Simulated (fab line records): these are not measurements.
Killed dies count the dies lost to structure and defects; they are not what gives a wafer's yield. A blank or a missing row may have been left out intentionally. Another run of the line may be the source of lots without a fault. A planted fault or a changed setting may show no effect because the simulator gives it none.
fab line records -- flow sky130
[record] lots = 5, wafers = 14, last_day = 49
route steps=708 shown METAL4@598 CAP2M@603
lots untouched by any fault: they come from a run of this same line in which no faults occurred
start_h: hours from the record's first day to the start of the lot's first wafer shown -- wait_h: time in hours since the lot's previous step -- " unchanged from the row above -- L1.1+2: a row that stands for several wafers -- - no value, or no start given -- * or withheld: withheld -- < > ~ a bound
route shown NAME@n: a module of which the file shows steps, and the number in the route of the first -- usual: mean/standard deviation of fault-free wafers -- same: alike in all rows -- chamber/n: place in a boat -- sites: each site's reading -- _std_site: the values' standard deviation -- _edge_site: the outer-site mean with the inner-site mean subtracted -- radius_mm: for every site, how far away it sits from the centre of the wafer -- mask NAME#n: copy n -- behind: the most recent tool/chamber to have shaped the wafer -- hold: reason for holding the lot/hours on hold/outcome of the hold -- device: names the non-switching transistor (n, p or np) -- end of line: tests run on the same wafers once the route is complete -- for a step that has no rows: nothing shown but its recipe -- killed: at the first sort, the dies lost to defects and structure; wafer yield is something else -- map: shows each die of a wafer: x if killed, . if not, _ if none is there
set.NAME: the setting that was run; set.NAME@STEP: the one run at that earlier step -- model.NAME: the simulator's own value behind a step, which no gauge read
lots at selected steps of the route; one table per step, one row per wafer
services: the hour from which a tool's chamber was out of use, counted from the record's first day as start_h (under 0 if before that day), plus the number of hours and why
[[steps]]
[step SKY_METAL4_SPUTTER_00]
[recipe] material = Ti, target_thk_nm = 15, power_w = 3000, time_s = 10, chamber_pressure_pa = 0.4
[usual] throttle_valve_pct = 30.0/0.65
lot.wafer,tool,chamber,start_h,wait_h,throttle_valve_pct
L205.1,pvd_sputter-03,-,939.86,0.2,30.5
L205.2,pvd_sputter-03,-,939.86,0.2,30.6
L205.6,pvd_sputter-03,-,939.86,0.2,30.4
L206.3,pvd_sputter-02,-,948.47,0.1,29.4
L206.4,pvd_sputter-02,-,948.47,0.1,29.3
L206.6,pvd_sputter-02,-,948.47,0.1,30.3
L208.1,pvd_sputter-02,-,962.70,0.2,30.2
L208.2,pvd_sputter-02,-,962.70,0.2,29.1
L208.4,pvd_sputter-02,-,962.70,0.2,30.2
L210.2,pvd_sputter-02,-,982.60,0.1,30.4
L210.3,pvd_sputter-02,-,982.60,0.1,30.2
L210.5,pvd_sputter-02,-,982.60,0.1,29.3
L223.1,pvd_sputter-04,-,1066.59,0.1,29.9
L223.5,pvd_sputter-04,-,1066.59,0.1,31.5
[step SKY_METAL4_SPUTTER_01]
[recipe] material = TiN, target_thk_nm = 20, power_w = 6500, time_s = 16.7, chamber_pressure_pa = 0.4
[usual] throttle_valve_pct = 30.0/0.62
lot.wafer,tool,chamber,start_h,wait_h,throttle_valve_pct
L205.1,pvd_sputter-03,-,939.88,0.0,30.5
L205.2,pvd_sputter-03,-,939.88,0.0,30.5
L205.6,pvd_sputter-03,-,939.88,0.0,30.2
L206.3,pvd_sputter-02,-,948.49,0.0,29.2
L206.4,pvd_sputter-02,-,948.49,0.0,29.4
L206.6,pvd_sputter-02,-,948.49,0.0,30.5
L208.1,pvd_sputter-02,-,962.72,0.0,30.5
L208.2,pvd_sputter-02,-,962.72,0.0,29.3
L208.4,pvd_sputter-02,-,962.72,0.0,30.0
L210.2,pvd_sputter-02,-,982.62,0.0,30.5
L210.3,pvd_sputter-02,-,982.62,0.0,30.2
L210.5,pvd_sputter-02,-,982.62,0.0,29.3
L223.1,pvd_sputter-04,-,1066.62,0.0,29.6
L223.5,pvd_sputter-04,-,1066.62,0.0,31.1
[step SKY_METAL4_SPUTTER_02]
[recipe] material = AlCu, target_thk_nm = 735, power_w = 10600, time_s = 39.1, chamber_pressure_pa = 0.4
[usual] throttle_valve_pct = 30.0/0.64
lot.wafer,tool,chamber,start_h,wait_h,throttle_valve_pct
L205.1,pvd_sputter-03,-,939.91,0.0,30.4
L205.2,pvd_sputter-03,-,939.91,0.0,30.5
L205.6,pvd_sputter-03,-,939.91,0.0,30.4
L206.3,pvd_sputter-02,-,948.52,0.0,28.9
L206.4,pvd_sputter-02,-,948.52,0.0,29.2
L206.6,pvd_sputter-02,-,948.52,0.0,30.3
L208.1,pvd_sputter-02,-,962.75,0.0,30.2
L208.2,pvd_sputter-02,-,962.75,0.0,29.6
L208.4,pvd_sputter-02,-,962.75,0.0,30.4
L210.2,pvd_sputter-02,-,982.65,0.0,30.5
L210.3,pvd_sputter-02,-,982.65,0.0,30.5
L210.5,pvd_sputter-02,-,982.65,0.0,29.3
L223.1,pvd_sputter-04,-,1066.64,0.0,29.6
L223.5,pvd_sputter-04,-,1066.64,0.0,31.0
[step SKY_METAL4_SPUTTER_03]
[recipe] material = Ti, target_thk_nm = 5, power_w = 3000, time_s = 3.3, chamber_pressure_pa = 0.4
[step SKY_METAL4_SPUTTER_04]
[recipe] material = TiN, target_thk_nm = 70, power_w = 6500, time_s = 58.3, chamber_pressure_pa = 0.4
[usual] throttle_valve_pct = 30.0/0.61
lot.wafer,tool,chamber,start_h,wait_h,throttle_valve_pct
L205.1,pvd_sputter-03,-,939.96,0.0,30.5
L205.2,pvd_sputter-03,-,939.96,0.0,30.6
L205.6,pvd_sputter-03,-,939.96,0.0,30.6
L206.3,pvd_sputter-02,-,948.58,0.0,29.1
L206.4,pvd_sputter-02,-,948.58,0.0,29.2
L206.6,pvd_sputter-02,-,948.58,0.0,30.3
L208.1,pvd_sputter-02,-,962.80,0.0,30.4
L208.2,pvd_sputter-02,-,962.80,0.0,29.2
L208.4,pvd_sputter-02,-,962.80,0.0,30.4
L210.2,pvd_sputter-02,-,982.71,0.0,30.5
L210.3,pvd_sputter-02,-,982.71,0.0,30.4
L210.5,pvd_sputter-02,-,982.71,0.0,29.3
L223.1,pvd_sputter-04,-,1066.70,0.0,29.9
L223.5,pvd_sputter-04,-,1066.70,0.0,31.2
[step SKY_CAP2M_CVD_00]
[recipe] material = SiO2, target_thk_nm = 15.5, temp_c = 400, time_s = withheld, rf_w = 450
[step SKY_CAP2M_THK_MEAS_01]
[recipe] reads = SiO2_of_CAP2M_CVD_00
[usual] CAP2M_CVD_00_THK = 15.49/0.23
lot.wafer,tool,chamber,start_h,wait_h,CAP2M_CVD_00_THK[nm]
L205.1,film_metro-04,-,940.03,-,15.50
L205.2,film_metro-04,-,940.03,-,15.45
L205.6,film_metro-04,-,940.03,-,15.63
L206.3,film_metro-04,-,948.68,-,15.19
L206.4,film_metro-04,-,948.68,-,15.49
L206.6,film_metro-04,-,948.68,-,15.35
L208.1,film_metro-02,-,962.87,-,15.23
L208.2,film_metro-02,-,962.87,-,15.21
L208.4,film_metro-02,-,962.87,-,15.67
L210.2,film_metro-03,-,982.80,-,15.48
L210.3,film_metro-03,-,982.80,-,15.78
L210.5,film_metro-03,-,982.80,-,15.70
L223.1,film_metro-04,-,1066.77,-,15.42
L223.5,film_metro-04,-,1066.77,-,15.37
[step SKY_CAP2M_SPUTTER_02]
[recipe] material = TiN, target_thk_nm = 200, temp_c = 300, power_w = 6500, time_s = 166.7, chamber_pressure_pa = 0.4
[usual] substrate_temp_c = 300.02/0.2, throttle_valve_pct = 30.0/0.63
lot.wafer,tool,chamber,start_h,wait_h,substrate_temp_c,throttle_valve_pct
L205.1,pvd_sputter-04,-,940.09,0.1,300.11,29.3
L205.2,pvd_sputter-04,-,940.09,0.1,299.90,29.8
L205.6,pvd_sputter-04,-,940.09,0.1,300.04,29.5
L206.3,pvd_sputter-01,-,948.72,0.0,300.08,31.1
L206.4,pvd_sputter-01,-,948.72,0.0,299.72,29.9
L206.6,pvd_sputter-01,-,948.72,0.0,300.25,30.0
L208.1,pvd_sputter-04,-,962.93,0.1,299.84,29.5
L208.2,pvd_sputter-04,-,962.93,0.1,299.92,31.2
L208.4,pvd_sputter-04,-,962.93,0.1,300.04,29.7
L210.2,pvd_sputter-01,-,982.85,0.0,300.14,29.8
L210.3,pvd_sputter-01,-,982.85,0.0,299.83,30.2
L210.5,pvd_sputter-01,-,982.85,0.0,300.26,29.8
L223.1,pvd_sputter-01,-,1066.83,0.1,299.90,30.8
L223.5,pvd_sputter-01,-,1066.83,0.1,300.14,29.5
[step SKY_CAP2M_RS_MEAS_03]
[recipe] thk_meas_gauge = four-point-probe, reads = TiN_of_CAP2M_SPUTTER_02
[usual] CAP2M_TIN_RS = 6.90/0.083
lot.wafer,tool,chamber,start_h,wait_h,CAP2M_TIN_RS[ohm/sq]
L205.1,film_metro-03,-,940.20,0.1,6.89
L205.2,film_metro-03,-,940.20,0.1,6.92
L205.6,film_metro-03,-,940.20,0.1,6.94
L206.3,film_metro-03,-,948.87,0.1,6.89
L206.4,film_metro-03,-,948.87,0.1,6.94
L206.6,film_metro-03,-,948.87,0.1,6.86
L208.1,film_metro-04,-,963.04,0.1,6.89
L208.2,film_metro-04,-,963.04,0.1,6.87
L208.4,film_metro-04,-,963.04,0.1,6.87
L210.2,film_metro-04,-,982.98,0.1,6.99
L210.3,film_metro-04,-,982.98,0.1,6.82
L210.5,film_metro-04,-,982.98,0.1,6.96
L223.1,film_metro-02,-,1066.94,0.1,6.86
L223.5,film_metro-02,-,1066.94,0.1,6.85
[step SKY_CAP2M_THK_MEAS_04]
[recipe] thk_meas_gauge = xrf, reads = TiN_of_CAP2M_SPUTTER_02
[usual] CAP2M_TIN_THK = 200.9/2.5
lot.wafer,tool,chamber,start_h,wait_h,CAP2M_TIN_THK[nm]
L205.1,film_metro-03,-,940.32,0.1,200.7
L205.2,film_metro-03,-,940.32,0.1,200.3
L205.6,film_metro-03,-,940.32,0.1,199.9
L206.3,film_metro-03,-,948.97,0.1,200.6
L206.4,film_metro-03,-,948.97,0.1,200.4
L206.6,film_metro-03,-,948.97,0.1,202.9
L208.1,film_metro-04,-,963.16,0.1,202.0
L208.2,film_metro-04,-,963.16,0.1,201.3
L208.4,film_metro-04,-,963.16,0.1,201.3
L210.2,film_metro-04,-,983.09,0.1,197.7
L210.3,film_metro-04,-,983.09,0.1,204.2
L210.5,film_metro-04,-,983.09,0.1,198.7
L223.1,film_metro-02,-,1067.06,0.1,203.5
L223.5,film_metro-02,-,1067.06,0.1,203.9
[step SKY_CAP2M_DEHYDRATE_05]
[recipe] temp_c = 200, time_s = 60
[step SKY_CAP2M_HMDS_06]
[recipe] prime_time_s = 60, prime_temp_c = 120
[step SKY_CAP2M_COAT_07]
[recipe] resist = NOVOLAK, spin_rpm = 3000, resist_thk_nm = 1140
lot.wafer,tool,chamber,start_h,wait_h,model.NOVOLAK_of_CAP2M_COAT_07.thk_nm
L205.1,litho_track-02,0,952.91,0.1,1143
L205.2,litho_track-02,0,952.91,0.1,1144
L205.6,litho_track-02,0,952.91,0.1,1142
L206.3,litho_track-02,0,960.06,0.1,1143
L206.4,litho_track-02,0,960.06,0.1,1147
L206.6,litho_track-02,0,960.06,0.1,1150
L208.1+4,litho_track-03,0,975.75,0.1,1134
L208.2,litho_track-03,0,975.75,0.1,1132
L210.2,litho_track-02,0,993.93,0.1,1143
L210.3,litho_track-02,0,993.93,0.1,1137
L210.5,litho_track-02,0,993.93,0.1,1138
L223.1,litho_track-02,0,1077.76,0.1,1141
L223.5,litho_track-02,0,1077.76,0.1,1122
[step SKY_CAP2M_SOFTBAKE_08]
[recipe] temp_c = 90, time_s = 60, resist = NOVOLAK
[step SKY_CAP2M_EXPOSE_09]
[recipe] mask_id = CAP2M, na = 0.6, source_shape = conventional, sigma_outer = 0.6, polarization = unpolarized, target_cd_nm = 1000, dose_mj = 159
[step SKY_CAP2M_PEB_10]
[recipe] temp_c = withheld, time_s = *, resist = NOVOLAK
[step SKY_CAP2M_DEVELOP_11]
[recipe] resist = NOVOLAK, developer = TMAH, develop_time_s = 60, dev_temp_c = 23
[step SKY_CAP2M_OVL_MEAS_12]
[usual] CAP2M_OVL = 0.0/1.3
lot.wafer,tool,chamber,start_h,wait_h,CAP2M_OVL[nm]
L205.1,overlay-01,-,964.51,0.1,0.7
L205.2,overlay-01,-,964.51,0.1,0.3
L205.6,overlay-01,-,964.51,0.1,1.6
L206.3,overlay-01,-,973.06,0.1,-0.7
L206.4,overlay-01,-,973.06,0.1,0.2
L206.6,overlay-01,-,973.06,0.1,-0.1
L208.1,overlay-01,-,986.89,0.1,1.9
L208.2,overlay-01,-,986.89,0.1,-0.5
L208.4,overlay-01,-,986.89,0.1,0.7
L210.2,overlay-01,-,1005.60,0.1,1.1
L210.3,overlay-01,-,1005.60,0.1,0.1
L210.5,overlay-01,-,1005.60,0.1,1.8
L223.1,overlay-02,-,1087.41,0.1,-1.0
L223.5,overlay-02,-,1087.41,0.1,-1.1
[step SKY_CAP2M_METAL_ETCH_13]
[recipe] target_depth_nm = 220, stop_on = SiO2, chemistry = Cl2/BCl3, target = TiN, pressure_mtorr = 10, icp_w = 900, bias_w = 48.5, Cl2_flow_sccm = 60, bcl3_flow_sccm = 30, time_s = 62.9
[usual] drypump_motor_current_A = 5.7/0.36, oes_product_au = 0.942/0.0074, throttle_valve_pct = 21.902/0.011
lot.wafer,tool,chamber,start_h,wait_h,drypump_motor_current_A,oes_product_au,rf_hours_counter_h,throttle_valve_pct,model.NOVOLAK_of_CAP2M_COAT_07.thk_nm
L205.1,rie_metal-01,1,964.54,0.0,6.0,0.935,13,21.906,1000
L205.2,rie_metal-01,0,964.54,0.0,5.3,0.946,4,21.890,998.2
L205.6,rie_metal-01,1,964.54,0.0,6.0,0.942,-,21.909,1000
L206.3,rie_metal-01,1,973.11,0.0,6.0,0.942,-,21.921,998.6
L206.4,rie_metal-01,0,973.11,0.0,5.3,0.939,-,21.912,999.3
L206.6,rie_metal-01,1,973.11,0.0,6.0,0.941,-,21.887,1006
L208.1,rie_metal-02,1,986.93,0.0,5.7,0.946,9,21.920,980.9
L208.2,rie_metal-02,0,986.93,0.0,6.3,0.940,13,21.904,984.2
L208.4,rie_metal-02,1,986.93,0.0,5.7,0.946,-,21.891,980.9
L210.2,rie_metal-01,1,1005.63,0.0,6.0,0.938,15,21.918,998.5
L210.3,rie_metal-01,1,1005.63,0.0,6.0,0.951,-,21.900,993.9
L210.5,rie_metal-01,0,1005.63,0.0,5.3,0.938,-,21.911,994
L223.1,rie_metal-04,0,1087.44,0.0,5.7,0.948,16,21.897,994
L223.5,rie_metal-04,0,1087.44,0.0,5.7,0.947,-,21.902,975.5
[step SKY_CAP2M_STRIP_14]
[recipe] chemistry = O2/N2, power_w = 1400, pressure_mtorr = 1500, platen_temp_c = withheld, o2_flow_sccm = 3000, n2_flow_sccm = 300, overash_fraction = 0.5
[usual] drypump_motor_current_A = 5.58/0.2, oes_product_au = 0.710/0.0049, strip_time_to_endpoint_s = 12.67/0.067
lot.wafer,tool,chamber,start_h,wait_h,drypump_motor_current_A,oes_product_au,rf_hours_counter_h,strip_time_to_endpoint_s
L205.1,plasma_asher-03,0,964.62,0.1,5.43,0.708,118,12.74
L205.2,plasma_asher-03,1,964.62,0.1,5.95,0.715,118,12.71
L205.6,plasma_asher-03,0,964.62,0.1,5.43,0.714,-,12.73
L206.3,plasma_asher-02,0,973.20,0.1,5.49,0.713,-,12.72
L206.4,plasma_asher-02,1,973.20,0.1,5.54,0.703,-,12.72
L206.6,plasma_asher-02,1,973.20,0.1,5.52,0.706,-,12.80
L208.1,plasma_asher-04,0,987.01,0.1,5.72,0.721,24,12.52
L208.2,plasma_asher-04,1,987.01,0.1,5.35,0.713,24,12.55
L208.4,plasma_asher-04,0,987.01,0.1,5.70,0.713,-,12.50
L210.2,plasma_asher-04,1,1005.71,0.1,5.40,0.715,26,12.70
L210.3,plasma_asher-04,0,1005.71,0.1,5.69,0.707,-,12.66
L210.5,plasma_asher-04,0,1005.71,0.1,5.71,0.708,-,12.67
L223.1,plasma_asher-02,0,1087.52,0.1,5.48,0.701,93,12.65
L223.5,plasma_asher-02,0,1087.52,0.1,5.47,0.710,-,12.45
[step SKY_CAP2M_STRIP_15]
[recipe] chemistry = post_etch_residue_remover, time_s = 1200, temp_c = 72.5
[[services]]
tool,chamber,start_h,hours,kind
rie_metal-04,1,977.30,1.7,repair
rie_metal-02,-,978.75,0.7,repair
pvd_sputter-04,-,980.05,17.3,repair
plasma_asher-03,-,990.02,1.0,repair
plasma_asher-02,-,1002.51,3.8,repair
plasma_asher-03,-,1017.80,1.0,repair
plasma_asher-03,-,1055.25,9.0,pm
plasma_asher-03,0,1055.25,9.0,vent_cycle
plasma_asher-03,1,1055.25,9.0,vent_cycle
plasma_asher-03,0,1064.25,-,clean
plasma_asher-03,1,1064.25,-,clean
rie_metal-01,0,1083.61,14.5,repair
pvd_sputter-01,-,1086.06,1.0,repair
pvd_sputter-04,-,1086.86,5.1,repair
[[key]]
[first_sign] step = SKY_CAP2M_STRIP_14, reading = strip_time_to_endpoint_s, direction = down, sigmas = 3.4, usual = *, struck = *
effect none on later readings
[model_effect] step = SKY_CAP2M_COAT_07, value = NOVOLAK_of_CAP2M_COAT_07.thk_nm, without = 1141, struck = 1122
[model_effect] step = SKY_CAP2M_METAL_ETCH_13, value = NOVOLAK_of_CAP2M_COAT_07.thk_nm, without = 994.8, struck = 975.5
met_at SKY_CAP2M_COAT_07
struck_wafers L223.5
onset_between 993.93 1077.76
[fault] kind = process_parameter_drift, tool = litho_track-02, chamber = -, onset_h = 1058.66, steps = SKY_CAP2M_COAT_07, channel = resist_thk_nm, offset = -19.279, shape = step, end_h = 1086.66, scope = struck_wafers_only, acts_in = these_recipes_only, stated = 1140
